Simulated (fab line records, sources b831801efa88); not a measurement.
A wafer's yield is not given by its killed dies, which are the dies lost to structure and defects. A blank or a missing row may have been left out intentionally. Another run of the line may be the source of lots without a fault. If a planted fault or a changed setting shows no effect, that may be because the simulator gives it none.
Chamber matching + flow gf180mcu + GF_V1_CVD_02 on pecvd-04 has 3 sister chambers
The step deposits SiO2 from TEOS, target thk 850 nm, time 94.851 s. 3 wafers are shown with their chamber, then 8 later ones without.

EACH WAFER AND ITS CHAMBER
| wafer  | chamber | heater_power_w (W) |
|--------|---------|--------------------|
| L087.1 | 2       | 583                |
| L087.2 | 0       | 650                |
| L087.4 | 1       | 624                |

WAFERS WHOSE CHAMBER IS MISSING
| wafer  | heater_power_w (W) |
|--------|--------------------|
| L087.5 | 621                |
| L087.6 | 686                |
| L088.1 | 618                |
| L088.2 | 673                |
| L088.3 | 558                |
| L088.4 | 689                |
| L088.5 | 648                |
| L088.6 | 508                |

THE CHAMBER EACH PASSED THROUGH
| wafer  | from the rows above          | in truth |
|--------|------------------------------|----------|
| L087.5 | can't be placed: 1 or 0 or 2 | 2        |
| L087.6 | can't be placed: 0 or 1 or 2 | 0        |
| L088.1 | can't be placed: 1 or 0 or 2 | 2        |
| L088.2 | can't be placed: 0 or 1 or 2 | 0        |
| L088.3 | can't be placed: 2 or 1 or 0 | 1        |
| L088.4 | can't be placed: 0 or 1 or 2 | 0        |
| L088.5 | can't be placed: 0 or 1 or 2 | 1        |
| L088.6 | can't be placed: 2 or 1 or 0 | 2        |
Correctly placed: 0 of 8. Unplaceable from these rows: 8, with the true chamber sitting among the candidates in 8. Wrongly placed: 0.
How it was worked out, from the rows above alone: a wafer's distance from a chamber is the root of the sum, over the readings, of the square of ((its reading less the chamber's mean) divided by the reading's scatter). If the next closest chamber is less than 2 further off than the closest, the wafer can't be placed; otherwise it belongs to the closest. The mean given for a chamber averages the wafers shown for that chamber. The scatter: with one shown wafer a chamber, the root of the mean of the squares of how far each hidden wafer lies from its nearest shown one.
